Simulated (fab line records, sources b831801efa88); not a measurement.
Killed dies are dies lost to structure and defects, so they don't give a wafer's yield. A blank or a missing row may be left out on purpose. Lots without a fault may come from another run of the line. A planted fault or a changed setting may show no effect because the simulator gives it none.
fab line records | flow sky130 | part 1 of 2: steps 1 to 26 of 37
record lots=5 wafers=15 last_day=50
route steps=708 shown FIELD_ISO@13 NWELL@32 DNWELL@35 PWDE@45
lots that met no fault: from a run of the same line without faults
start_h: hours from the record's first day to the start of the lot's first wafer shown | wait_h: hours since the lot's step before | " the same as in the row above | L1.1+2: a row that stands for several wafers | - no value, or no start given | * or withheld: withheld | < > ~ a bound
route shown NAME@n: a module of which the file shows steps, and the number in the route of the first | usual: mean/standard deviation of fault-free wafers | same: alike in all rows | chamber/n: place in a boat | sites: the reading at each site | _std_site: their standard deviation | _edge_site: outer sites' mean less inner sites' | radius_mm: how far each site lies from the wafer's centre | mask NAME#n: copy n | behind: the tool/chamber that last shaped the wafer | hold: why the lot was held/for how many hours/how that ended | device: the transistor (n, p or np) that didn't switch | end of line: the same wafers' tests at the end of the route | a step without rows: its recipe alone | killed: dies lost to structure and defects at the first sort, not the wafer's yield | map: a wafer's dies, x killed, . not, _ none there
set.NAME: the setting as run; set.NAME@STEP: as run at that earlier step | model.NAME: the simulator's own value behind a step, which no gauge read
lots at some steps of the route; a table a step, a row a wafer
services: from which hour (start_h, from the record's first day; less than 0 if before it) a tool's chamber was out of use, for how many hours, and why
## steps
# step SKY_FIELD_ISO_DEVELOP_12
# recipe develop_time_s=60 resist=KrF-thick dev_temp_c=21
# usual resist_line_temp_C=23.02/0.097
# columns lot.wafer tool chamber start_h wait_h resist_line_temp_C
L077.1 litho_track-04 0 - - 22.83
L077.5 " 0 " " 22.84
L077.6 " 0 " " 22.77
L084.2 litho_track-04 0 - - 22.99
L084.4 " 0 " " 22.97
L084.5 " 0 " " 22.87
L086.2 litho_track-03 0 - - 23.10
L086.5 " 0 " " 23.09
L086.6 " 0 " " 23.02
L091.1 litho_track-04 0 - - 22.97
L091.4 " 0 " " 23.00
L091.5 " 0 " " 22.93
L094.1 litho_track-04 0 - - 23.13
L094.3 " 0 " " 23.13
L094.4 " 0 " " 23.13
# step SKY_FIELD_ISO_CD_MEAS_13
# recipe target_cd_nm=150
# usual cd_nm=150.1/1.4
# columns lot.wafer tool chamber start_h wait_h cd_nm
L077.1 cd_sem-02 - 45.48 - 150.2
L077.5 " - " " 151.0
L077.6 " - " " 151.3
L084.2 cd_sem-01 - 82.17 - 148.4
L084.4 " - " " 149.4
L084.5 " - " " 148.9
L086.2 cd_sem-01 - 92.00 - 149.4
L086.5 " - " " 148.7
L086.6 " - " " 149.8
L091.1 cd_sem-01 - 116.43 - 151.1
L091.4 " - " " 150.9
L091.5 " - " " 149.6
L094.1 cd_sem-02 - 134.78 - 149.8
L094.3 " - " " 149.7
L094.4 " - " " 150.0
# step SKY_FIELD_ISO_ETCH_14
# recipe chemistry=N2/H2 target=BARC ion_energy_ev=200 source_w=500 bias_w=100 pressure_mtorr=30 n2_flow_sccm=100 h2_flow_sccm=200 stop_on=SiO2 time_s=45.9 target_depth_a=600
# usual drypump_motor_current_A=5.7/0.46 oes_product_au=0.854/0.0046 throttle_valve_pct=13.225/0.0088
# columns lot.wafer tool chamber start_h wait_h drypump_motor_current_A oes_product_au rf_hours_counter_h throttle_valve_pct
L077.1 rie_diel-04 1 45.60 0.1 5.6 0.856 124 13.238
L077.5 " 0 " " 5.1 0.854 - 13.219
L077.6 " 1 " " 5.5 0.851 - 13.225
L084.2 rie_diel-04 2 82.27 0.1 6.3 0.855 125 13.236
L084.4 " 0 " " 5.1 0.856 5 13.236
L084.5 " 0 " " 5.1 0.846 - 13.223
L086.2 rie_diel-01 3 92.10 0.1 5.8 0.854 24 13.232
L086.5 " 2 " " 5.6 0.857 - 13.227
L086.6 " 1 " " 6.0 0.855 - 13.219
L091.1 rie_diel-01 2 116.55 0.1 5.6 0.860 16 13.240
L091.4 " 3 " " 5.9 0.868 25 13.221
L091.5 " 2 " " 5.6 0.856 - 13.217
L094.1 rie_diel-04 0 134.90 0.1 5.0 0.857 5 13.234
L094.3 " 3 " " 4.9 0.858 139 13.221
L094.4 " 2 " " 6.4 0.858 126 13.233
# step SKY_FIELD_ISO_ETCH_15
# recipe chemistry=CHF3/O2 target_depth_nm=180 stop_on=Si source_w=600 bias_w=200 pressure_mtorr=40 chf3_flow_sccm=50 O2_flow_sccm=5 time_s=72
# usual drypump_motor_current_A=5.7/0.45 oes_product_au=0.944/0.007 throttle_valve_pct=8.845/0.0098
# columns lot.wafer tool chamber start_h wait_h drypump_motor_current_A oes_product_au rf_hours_counter_h throttle_valve_pct
L077.1 rie_diel-04 1 45.65 0.0 5.6 0.942 125 8.841
L077.5 " 0 " " 5.0 0.940 - 8.861
L077.6 " 1 " " 5.5 0.946 - 8.838
L084.2 rie_diel-04 2 82.31 0.0 6.3 0.943 125 8.843
L084.4 " 0 " " 5.0 0.940 5 8.848
L084.5 " 0 " " 5.0 0.931 - 8.838
L086.2 rie_diel-01 3 92.14 0.0 5.8 0.959 24 8.849
L086.5 " 2 " " 5.6 0.958 - 8.848
L086.6 " 1 " " 6.0 0.953 - 8.848
L091.1 rie_diel-01 2 116.60 0.0 5.6 0.948 16 8.842
L091.4 " 3 " " 5.8 0.938 25 8.847
L091.5 " 2 " " 5.6 0.943 - 8.851
L094.1 rie_diel-04 0 134.95 0.0 5.1 0.953 5 8.841
L094.3 " 3 " " 4.9 0.946 139 8.848
L094.4 " 2 " " 6.3 0.950 126 8.845
# step SKY_FIELD_ISO_STRIP_16
# recipe chemistry=O2/N2 power_w=1400 pressure_mtorr=1500 platen_temp_c=withheld o2_flow_sccm=3000 n2_flow_sccm=300 overash_fraction=0.5
# usual drypump_motor_current_A=5.8/0.51 oes_product_au=0.377/0.0052 strip_time_to_endpoint_s=3.53/0.04
# columns lot.wafer tool chamber start_h wait_h drypump_motor_current_A oes_product_au rf_hours_counter_h strip_time_to_endpoint_s
L077.1 plasma_asher-02 0 45.70 0.0 5.7 0.380 36 3.55
L077.5 " 0 " " 5.7 0.381 - 3.53
L077.6 " 1 " " 5.4 0.379 - 3.54
L084.2 plasma_asher-02 1 82.37 0.0 5.4 0.379 38 3.52
L084.4 " 0 " " 5.7 0.382 - 3.56
L084.5 " 1 " " 5.4 0.378 - 3.53
L086.2 plasma_asher-03 1 92.20 0.0 6.7 0.374 42 3.51
L086.5 " 0 " " 5.8 0.370 - 3.43
L086.6 " 1 " " 6.7 0.383 - 3.50
L091.1 plasma_asher-02 1 116.65 0.0 5.4 0.371 42 3.43
L091.4 " 0 " " 5.7 0.382 - 3.57
L091.5 " 0 " " 5.7 0.373 - 3.45
L094.1 plasma_asher-03 1 135.00 0.0 6.7 0.374 2 3.55
L094.3 " 1 " " 6.7 0.381 - 3.57
L094.4 " 0 " " 5.9 0.391 - 3.58
# step SKY_FIELD_ISO_ETCH_17
# recipe target_depth_a=3420 mask_material=Si3N4 chemistry=HBr/Cl2/O2 target=Si taper_deg=5 icp_w=600 bias_w=150 pressure_mtorr=15 HBr_flow_sccm=150 Cl2_flow_sccm=40 O2_flow_sccm=6 time_s=97.7
# usual drypump_motor_current_A=5.6/0.43 oes_product_au=0.989/0.012 throttle_valve_pct=25.663/0.012
# columns lot.wafer tool chamber start_h wait_h drypump_motor_current_A oes_product_au rf_hours_counter_h throttle_valve_pct
L077.1 rie_si-02 2 45.80 0.1 5.4 0.993 20 25.656
L077.5 " 3 " " 5.5 0.985 - 25.654
L077.6 " 0 " " 5.4 0.978 - 25.671
L084.2 rie_si-01 1 82.47 0.1 5.3 0.995 9 25.661
L084.4 " 2 " " 5.6 0.985 131 25.665
L084.5 " 0 " " 6.7 0.980 - 25.669
L086.2 rie_si-01 1 92.30 0.1 5.3 0.990 9 25.665
L086.5 " 1 " " 5.3 0.998 - 25.651
L086.6 " 0 " " 6.7 0.987 - 25.670
L091.1 rie_si-01 3 116.75 0.1 5.8 0.998 1 25.642
L091.4 " 2 " " 5.6 0.981 131 25.676
L091.5 " 2 " " 5.7 0.984 - 25.664
L094.1 rie_si-02 0 135.10 0.1 5.4 0.992 58 25.662
L094.3 " 3 " " 5.5 1.023 95 25.644
L094.4 " 1 " " 5.4 0.997 82 25.645
# step SKY_FIELD_ISO_WET_ETCH_18
# recipe chemistry=H3PO4 target_depth_nm=25 temp_c=160 target=Si3N4 time_s=286
# columns lot.wafer tool chamber start_h wait_h
L077.1+5+6 wet_bench-03 1 45.87 0.0
L084.2+4+5 wet_bench-02 2 82.54 0.0
L086.2+5+6 wet_bench-02 2 92.37 0.0
L091.1+4+5 wet_bench-04 1 116.82 0.0
L094.1+3+4 wet_bench-03 1 135.17 0.0
# step SKY_FIELD_ISO_CLEAN_19
# recipe chemistry=SC1/SC2 mix=1:4:20 temp_c=70 time_s=150
# columns lot.wafer tool chamber start_h wait_h
L077.1+5+6 wet_bench-02 1 45.96 0.0
L084.2+4+5 wet_bench-04 1 82.64 0.0
L086.2+5+6 wet_bench-02 1 92.46 0.0
L091.1+4+5 wet_bench-03 0 116.91 0.0
L094.1+3+4 wet_bench-04 3 135.27 0.0
# step SKY_FIELD_ISO_CLEAN_20
# recipe chemistry=dHF time_s=20 dilution=100:1
# columns lot.wafer tool chamber start_h wait_h
L077.1+5+6 wet_bench-03 0 46.01 0.0
L084.2+4+5 wet_bench-02 2 82.69 0.0
L086.2+5+6 wet_bench-04 3 92.51 0.0
L091.1+4+5 wet_bench-02 1 116.97 0.0
L094.1+3+4 wet_bench-02 1 135.32 0.0
# step SKY_FIELD_ISO_WET_ETCH_21
# recipe chemistry=dHF dilution=100:1 target_depth_nm=20 dry=ipa_marangoni target=SiO2 temp_c=25 time_s=400
# columns lot.wafer tool chamber start_h wait_h
L077.1+5+6 wet_bench-02 0 46.03 0.0
L084.2+4+5 wet_bench-04 1 82.70 0.0
L086.2+5+6 wet_bench-04 0 92.52 0.0
L091.1+4+5 wet_bench-04 3 116.98 0.0
L094.1+3+4 wet_bench-03 1 135.35 0.0
# step SKY_FIELD_ISO_OXIDATION_22
# recipe temp_c=950 ambient=O2 stabilise_s=600 purge_s=300 target_thk_a=100 ox_time_s=623
# usual spike_tc_upper_C=949.6/1.4
# columns lot.wafer tool chamber start_h wait_h spike_tc_upper_C
L077.1 furnace-01 0 48.79 2.6 949.2
L077.5 " 0 " " 946.5
L077.6 " 0 " " 948.5
L084.2 furnace-01 0 82.82 0.0 948.4
L084.4 " 0 " " 949.6
L084.5 " 0 " " 948.5
L086.2 furnace-02 0 94.03 1.4 951.6
L086.5 " 0 " " 951.5
L086.6 " 0 " " 949.6
L091.1 furnace-02 0 117.34 0.2 948.9
L091.4 " 0 " " 951.7
L091.5 " 0 " " 949.5
L094.1 furnace-01 0 135.48 0.0 949.8
L094.3 " 0 " " 947.0
L094.4 " 0 " " 948.1
# step SKY_FIELD_ISO_THK_MEAS_23
# recipe reads=SiO2_of_FIELD_ISO_OXIDATION_22
# usual FIELD_ISO_OXIDATION_01_THK=9.96/0.22
# columns lot.wafer tool chamber start_h wait_h FIELD_ISO_OXIDATION_01_THK[nm]
L077.1 film_metro-04 - 49.96 0.0 9.79
L077.5 " - " " 9.77
L077.6 " - " " 9.71
L084.2 film_metro-03 - 84.00 0.0 10.04
L084.4 " - " " 9.93
L084.5 " - " " 9.90
L086.2 film_metro-01 - 95.22 0.0 10.09
L086.5 " - " " 9.92
L086.6 " - " " 9.87
L091.1 film_metro-01 - 118.51 0.0 10.18
L091.4 " - " " 9.95
L091.5 " - " " 9.86
L094.1 film_metro-01 - 136.65 0.0 10.19
L094.3 " - " " 10.09
L094.4 " - " " 10.00
# step SKY_FIELD_ISO_CVD_24
# recipe material=SiO2 target_thk_nm=595 temp_c=650 sigma_open_frac=0.3 time_s=99.2 sih4_flow_sccm=60 pressure_mtorr=6
# usual pressure_mtorr=5.998/0.012 susceptor_temp_C=650.0/0.3
# columns lot.wafer tool chamber start_h wait_h pressure_mtorr susceptor_temp_C
L077.1 hdpcvd-01 2 50.02 0.1 6.012 649.8
L077.5 " 0 " " 6.002 650.1
L077.6 " 1 " " 5.995 650.2
L084.2 hdpcvd-01 1 84.05 0.0 5.988 649.6
L084.4 " 0 " " 5.994 649.5
L084.5 " 2 " " 5.981 649.6
L086.2 hdpcvd-01 1 95.27 0.0 5.988 649.9
L086.5 " 2 " " 6.003 650.1
L086.6 " 0 " " 6.003 649.9
L091.1 hdpcvd-01 1 118.57 0.1 5.974 650.1
L091.4 " 1 " " 5.993 650.3
L091.5 " 2 " " 6.018 650.1
L094.1 hdpcvd-02 2 136.71 0.1 5.996 649.5
L094.3 " 1 " " 5.988 650.2
L094.4 " 0 " " 5.997 650.5
# step SKY_FIELD_ISO_THK_MEAS_25
# recipe reads=SiO2_of_FIELD_ISO_CVD_24
# usual FIELD_ISO_CVD_24_THK=590/9.2
# columns lot.wafer tool chamber start_h wait_h FIELD_ISO_CVD_24_THK[nm]
L077.1 film_metro-03 - 50.09 0.0 589
L077.5 " - " " 597
L077.6 " - " " 578
L084.2 film_metro-01 - 84.14 0.0 595
L084.4 " - " " 606
L084.5 " - " " 603
L086.2 film_metro-03 - 95.35 0.0 595
L086.5 " - " " 596
L086.6 " - " " 604
L091.1 film_metro-01 - 118.64 0.0 588
L091.4 " - " " 589
L091.5 " - " " 600
L094.1 film_metro-01 - 136.78 0.0 578
L094.3 " - " " 598
L094.4 " - " " 594
# step SKY_FIELD_ISO_ANNEAL_26
# recipe temp_c=1000 time_s=1800 ambient=N2
# usual spike_tc_upper_C=999.7/1.2
# columns lot.wafer tool chamber start_h wait_h spike_tc_upper_C
L077.1 furnace-02 0 51.67 1.6 1001.4
L077.5 " 0 " " 999.7
L077.6 " 0 " " 1000.8
L084.2 furnace-01 0 84.19 0.0 997.5
L084.4 " 0 " " 997.9
L084.5 " 0 " " 1000.0
L086.2 furnace-02 0 95.40 0.0 1001.2
L086.5 " 0 " " 999.2
L086.6 " 0 " " 998.8
L091.1 furnace-01 0 119.87 1.2 998.0
L091.4 " 0 " " 999.6
L091.5 " 0 " " 1000.0
L094.1 furnace-02 0 136.84 0.1 1000.8
L094.3 " 0 " " 1000.5
L094.4 " 0 " " 999.0
# step SKY_FIELD_ISO_CMP_27
# recipe stop_on=Si3N4 t_overpolish_s=16 down_force_psi=4 platen_rpm=60 target_thk_nm=457.8 pad_velocity_m_s=0.94248
# usual motor_current_A=12.0/0.77 overpolish_run_s=16.000/0.009 time_to_endpoint_s=114/5.7
# columns lot.wafer tool chamber start_h wait_h motor_current_A overpolish_run_s time_to_endpoint_s
L077.1 cmp-02 3 53.22 0.1 10.7 16.002 115
L077.6 " 2 " " 12.1 16.003 113
L077.5 " 3 " " 11.1 15.985 117
L084.2 cmp-02 0 85.74 0.1 12.7 15.999 115
L084.4 " 1 " " 11.8 15.996 114
L084.5 " 0 " " 12.6 16.002 116
L086.2 cmp-02 3 97.00 0.1 11.0 16.002 113
L086.6 " 1 " " 10.6 16.007 113
L086.5 " 2 " " 11.6 16.021 113
L091.1 cmp-02 2 121.37 0.0 11.4 15.996 113
L091.4 " 0 " " 12.8 16.000 116
L091.5 " 2 " " 12.0 16.012 115
L094.4 cmp-01 3 138.34 0.0 11.8 16.008 118
L094.1 " 0 " " 12.8 15.997 114
L094.3 " 2 " " 11.8 16.004 119
# step SKY_FIELD_ISO_WET_ETCH_28
# recipe chemistry=dHF target_depth_nm=23.7 target=SiO2 dilution=10:1 temp_c=25 time_s=47
# columns lot.wafer tool chamber start_h wait_h
L077.1+5+6 wet_bench-03 0 53.47 0.2
L084.2+4+5 wet_bench-04 3 85.99 0.2
L086.2+5+6 wet_bench-02 3 97.20 0.1
L091.1+4+5 wet_bench-03 1 121.67 0.2
L094.1+3+4 wet_bench-02 3 138.64 0.2
# step SKY_FIELD_ISO_WET_ETCH_29
# recipe chemistry=H3PO4 target_depth_nm=160 target=Si3N4 temp_c=160 time_s=1825
# columns lot.wafer tool chamber start_h wait_h
L077.1+5+6 wet_bench-02 1 53.49 0.0
L084.2+4+5 wet_bench-02 3 86.01 0.0
L086.2+5+6 wet_bench-03 0 97.22 0.0
L091.1+4+5 wet_bench-04 1 121.69 0.0
L094.1+3+4 wet_bench-04 0 138.68 0.0
# step SKY_FIELD_ISO_WET_ETCH_30
# recipe chemistry=dHF target_depth_nm=25 target=SiO2 dilution=10:1 temp_c=25 time_s=50
# columns lot.wafer tool chamber start_h wait_h
L077.1+5+6 wet_bench-02 3 54.06 0.0
L084.2+4+5 wet_bench-03 2 86.62 0.0
L086.2+5+6 wet_bench-04 0 97.78 0.0
L091.1+4+5 wet_bench-03 2 122.21 0.0
L094.1+3+4 wet_bench-02 3 139.20 0.0
# step SKY_NWELL_CLEAN_00
# recipe chemistry=SC1/SC2 mix=1:4:20 temp_c=70 time_s=150 dry=n2_spin
# columns lot.wafer tool chamber start_h wait_h
L077.1+5+6 wet_bench-02 0 54.08 0.0
L084.2+4+5 wet_bench-02 1 86.67 0.0
L086.2+5+6 wet_bench-02 0 97.80 0.0
L091.1+4+5 wet_bench-02 1 122.23 0.0
L094.1+3+4 wet_bench-03 0 139.24 0.0
# step SKY_NWELL_OXIDATION_01
# recipe temp_c=900 ambient=O2 stabilise_s=600 purge_s=300 target_thk_a=100 ox_time_s=1418
# usual spike_tc_upper_C=899.5/1.2
# columns lot.wafer tool chamber start_h wait_h spike_tc_upper_C
L077.1 furnace-02 0 55.77 1.6 900.6
L077.5 " 0 " " 899.9
L077.6 " 0 " " 900.0
L084.2 furnace-01 0 87.20 0.5 899.0
L084.4 " 0 " " 898.0
L084.5 " 0 " " 898.9
L086.2 furnace-01 0 98.16 0.3 898.4
L086.5 " 0 " " 899.2
L086.6 " 0 " " 898.3
L091.1 furnace-01 0 122.61 0.3 899.8
L091.4 " 0 " " 897.8
L091.5 " 0 " " 898.0
L094.1 furnace-02 0 139.87 0.6 900.9
L094.3 " 0 " " 900.9
L094.4 " 0 " " 898.6
# step SKY_NWELL_THK_MEAS_02
# recipe reads=SiO2_of_NWELL_OXIDATION_01
# usual NWELL_OXIDATION_THK=10.00/0.2
# columns lot.wafer tool chamber start_h wait_h NWELL_OXIDATION_THK[nm]
L077.1 film_metro-02 - 57.16 0.0 10.05
L077.5 " - " " 10.07
L077.6 " - " " 9.99
L084.2 film_metro-03 - 88.60 0.0 10.18
L084.4 " - " " 10.03
L084.5 " - " " 10.14
L086.2 film_metro-04 - 99.57 0.0 10.23
L086.5 " - " " 10.39
L086.6 " - " " 10.08
L091.1 film_metro-03 - 124.01 0.0 9.59
L091.4 " - " " 9.62
L091.5 " - " " 9.67
L094.1 film_metro-02 - 141.27 0.0 10.06
L094.3 " - " " 9.78
L094.4 " - " " 10.07
# step SKY_DNWELL_DEHYDRATE_00
# recipe temp_c=200 time_s=60
# usual resist_line_temp_C=23.02/0.12
# columns lot.wafer tool chamber start_h wait_h resist_line_temp_C
L077.1 litho_track-02 0 64.72 7.5 23.07
L077.5 " 0 " " 22.94
L077.6 " 0 " " 23.01
L084.2 litho_track-04 0 96.31 7.7 22.89
L084.4 " 0 " " 22.85
L084.5 " 0 " " 23.10
L086.2 litho_track-02 0 107.89 8.3 23.04
L086.5 " 0 " " 23.11
L086.6 " 0 " " 23.10
L091.1 litho_track-03 0 132.48 8.5 23.33
L091.4 " 0 " " 23.21
L091.5 " 0 " " 23.04
L094.1 litho_track-02 0 150.52 9.2 23.06
L094.3 " 0 " " 23.01
L094.4 " 0 " " 23.10
# step SKY_DNWELL_HMDS_01
# recipe prime_time_s=60 prime_temp_c=120
# usual resist_line_temp_C=22.99/0.093
# columns lot.wafer tool chamber start_h wait_h resist_line_temp_C
L077.1 litho_track-02 0 64.87 0.1 23.01
L077.5 " 0 " " 23.09
L077.6 " 0 " " 23.08
L084.2 litho_track-04 0 96.46 0.1 22.79
L084.4 " 0 " " 22.94
L084.5 " 0 " " 22.96
L086.2 litho_track-02 0 108.04 0.1 22.98
L086.5 " 0 " " 23.04
L086.6 " 0 " " 22.98
L091.1 litho_track-03 0 132.63 0.1 22.98
L091.4 " 0 " " 22.81
L091.5 " 0 " " 22.94
L094.1 litho_track-02 0 150.67 0.1 23.07
L094.3 " 0 " " 23.11
L094.4 " 0 " " 23.01
# step SKY_DNWELL_COAT_02
# recipe spin_rpm=2000 resist_thk_nm=3000
# usual resist_line_temp_C=23.02/0.11
# columns lot.wafer tool chamber start_h wait_h resist_line_temp_C
L077.1 litho_track-02 0 65.02 0.1 23.14
L077.5 " 0 " " 23.25
L077.6 " 0 " " 23.11
L084.2 litho_track-04 0 96.61 0.1 23.03
L084.4 " 0 " " 22.97
L084.5 " 0 " " 22.97
L086.2 litho_track-02 0 108.19 0.1 22.76
L086.5 " 0 " " 22.81
L086.6 " 0 " " 23.00
L091.1 litho_track-03 0 132.78 0.1 23.26
L091.4 " 0 " " 23.02
L091.5 " 0 " " 23.08
L094.1 litho_track-02 0 150.82 0.1 23.08
L094.3 " 0 " " 23.22
L094.4 " 0 " " 23.18
# step SKY_DNWELL_SOFTBAKE_03
# recipe temp_c=110 time_s=withheld
# usual resist_line_temp_C=22.98/0.11
# columns lot.wafer tool chamber start_h wait_h resist_line_temp_C
L077.1 litho_track-02 0 65.17 0.1 23.05
L077.5 " 0 " " 22.99
L077.6 " 0 " " 23.12
L084.2 litho_track-04 0 96.77 0.1 22.98
L084.4 " 0 " " 23.16
L084.5 " 0 " " 23.15
L086.2 litho_track-02 0 108.35 0.1 22.91
L086.5 " 0 " " 22.94
L086.6 " 0 " " 23.04
L091.1 litho_track-03 0 132.93 0.1 22.89
L091.4 " 0 " " 22.94
L091.5 " 0 " " 22.95
L094.1 litho_track-02 0 150.97 0.1 23.07
L094.3 " 0 " " 22.98
L094.4 " 0 " " 22.95
